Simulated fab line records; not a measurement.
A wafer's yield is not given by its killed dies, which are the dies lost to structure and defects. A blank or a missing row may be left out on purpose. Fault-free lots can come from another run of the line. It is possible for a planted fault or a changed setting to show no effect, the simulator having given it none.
Comparing a struck lot with a sound one | flow sky130 | 18 out of 708 route steps
Sound: these wafers, L841.1, L841.2, L841.3. Struck: wafer L857.1 (L857.3, L857.6, from the same lot, were not struck and are left out); the cause is given at the end.
At each step with rows: each side's tool, then ch and its chambers, then its first start. Under that, the readings that differ: sound wafers | struck wafers | difference of the means | sigmas: that difference in standard deviations of wafers without a fault.
alike: words and numbers the same on both sides, and readings whose means are apart by under 2 such deviations; not compared: readings that were withheld, readings missing a value for some wafer, numbers with overlapping values and no deviation given by the record, and bounds like >300 which may hide the same value.
Wherever a step has rows on one side only, a row that says differs or no value, or a row with sigmas, the two part there. Numbers that have no deviation but don't overlap get no sigmas and don't part them. A reading that every wafer of one side lacks parts them only if that side has two wafers or more.

first, 5 steps without rows for these wafers: SKY_VT_ADJUST_LVTN_COAT_13 (resist thk 1140 nm); SKY_VT_ADJUST_LVTN_SOFTBAKE_14 (time 60 s); SKY_VT_ADJUST_LVTN_EXPOSE_15 (exposes mask HVN STD DERIVED, target cd 600 nm); SKY_VT_ADJUST_LVTN_PEB_16; SKY_VT_ADJUST_LVTN_DEVELOP_17 (develop time 60 s).
SKY_VT_ADJUST_LVTN_OVL_MEAS_18:
  sound: overlay-01 at day 9 22:22; struck: overlay-02 at day 14 02:13
  reading                    | sound         | struck | difference | sigmas
  VT_ADJUST_LVTN_01_OVL (nm) | 0.0 -0.5 -1.0 | 2.1    | +2.6       | +2
next, for these wafers, 1 step has no rows: SKY_VT_ADJUST_LVTN_IMPLANT_19.
SKY_VT_ADJUST_LVTN_STRIP_20: strips in O2/N2.
  sound on plasma-asher-01 ch 0,1, day 9 22:34; struck on plasma-asher-01 ch 0, day 14 02:23
  alike: drypump-motor-current-A, oes-product-au, strip-time-to-endpoint-s
  not compared: rf-hours-counter-h
SKY_VT_ADJUST_LVTN_TW_MEAS_21:
  sound: film-metro-02 at day 9 22:40; struck: film-metro-03 at day 14 02:29
  alike: VT_ADJUST_LVTN_2_TW
then, 3 steps without rows for these wafers: SKY_VT_ADJUST_NCORE_DEHYDRATE_00 (time 60 s); SKY_VT_ADJUST_NCORE_HMDS_01 (prime time 60 s); SKY_VT_ADJUST_NCORE_COAT_02 (resist thk 1140 nm).
SKY_VT_ADJUST_NCORE_SOFTBAKE_03: time 60 s.
  sound on litho-track-01 ch 0, day 10 09:25; struck on litho-track-01 ch 0, day 14 15:40
  reading                  | sound             | struck | difference | sigmas
  heater-power-total-W (W) | 56.65 56.52 56.58 | 63.66  | +7.08      | +99 or more
  run-length-s (s)         | 89.53 89.74 89.36 | 71.74  | -17.80     | -85
then, 2 steps without rows for these wafers: SKY_VT_ADJUST_NCORE_EXPOSE_04 (exposes mask LVTN COMPLEMENT THIN, target cd 380 nm); SKY_VT_ADJUST_NCORE_PEB_05.
SKY_VT_ADJUST_NCORE_DEVELOP_06: develop time 60 s.
  sound on litho-track-01 ch 0, day 10 20:58; struck on litho-track-03 ch 0, day 15 04:16
  reading                                              | sound          | struck | difference | sigmas
  model.NOVOLAK_of_VT_ADJUST_NCORE_COAT_02.thk-nm (nm) | 1135 1132 1135 | 1151   | +17        |
SKY_VT_ADJUST_NCORE_CD_MEAS_07: the cd target is 380 nm.
  sound: cd-sem-02 at day 10 21:07; struck: cd-sem-02 at day 15 04:29
  alike: cd-nm
SKY_PAD_OPEN_PROBE_99:
  the record has rows for the sound wafers here (prober-01, day 47 22:14) and none for the struck ones

WHERE THEY PART
Last at SKY_PAD_OPEN_PROBE_99 as far as this record goes, first at SKY_VT_ADJUST_LVTN_OVL_MEAS_18.

WHY: what had been put in by the simulator
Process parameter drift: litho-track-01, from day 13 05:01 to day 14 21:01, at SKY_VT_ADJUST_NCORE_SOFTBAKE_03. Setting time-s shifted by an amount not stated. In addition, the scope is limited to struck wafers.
